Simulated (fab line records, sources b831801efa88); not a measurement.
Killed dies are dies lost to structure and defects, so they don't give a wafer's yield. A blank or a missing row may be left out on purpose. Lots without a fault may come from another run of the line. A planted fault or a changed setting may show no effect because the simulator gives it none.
Which tool did it? | flow sky130 | 12 lots, 36 wafers sampled, at 1 step of a route of 708

WHAT THE GAUGES READ, wafer by wafer
SKY_LDD_N_OVL_MEAS_07.
lot  | measured     | on         | LDD_N_OVL (nm)
L075 | day 18 02:27 | overlay-01 | 1.8 -0.8 0.5
L078 | day 19 01:08 | overlay-01 | -1.5 -1.7 -3.5
L079 | day 20 02:25 | overlay-02 | -4.3 -1.9 -2.8
L082 | day 21 00:09 | overlay-02 | -1.7 -0.4 -2.3
L083 | day 21 06:28 | overlay-01 | 0.3 1.8 1.4
L087 | day 23 13:43 | overlay-01 | 1.7 0.6 0.2
L085 | day 23 15:33 | overlay-01 | 2.1 1.1 1.6
L090 | day 23 17:37 | overlay-01 | -1.5 -0.8 1.5
L091 | day 23 21:04 | overlay-02 | 0.4 2.7 2.3
L093 | day 24 14:40 | overlay-02 | -0.9 -1.9 -2.5
L095 | day 25 06:55 | overlay-01 | -0.2 1.2 0.3
L097 | day 26 05:29 | overlay-02 | -0.2 0.1 -2.1

WHICH TOOL RAN EACH LOT (tool, then ch and the chambers of the sampled wafers, then the start)
The record holds no process step before these readings.

THE ANSWER, worked out from the rows above alone
Rule: what is usual is taken from the lots themselves. Put in order of their means at a reading, lots are off if they are a third of the lots or fewer, leave a main group of 4 or more, and stand apart from it by a gap of 3 or more times the standard deviation of the main group's means; of several such gaps the widest counts. A main group whose means are all the same, to the digits that the tables above print for the reading, isn't used. A lot without any number at a reading at which 4 lots or more have one is off too. The other lots that the step has rows for count as sound.
No lot is off at any reading shown: from this, nothing can be told.

WHAT THE SIMULATOR HAD PUT IN
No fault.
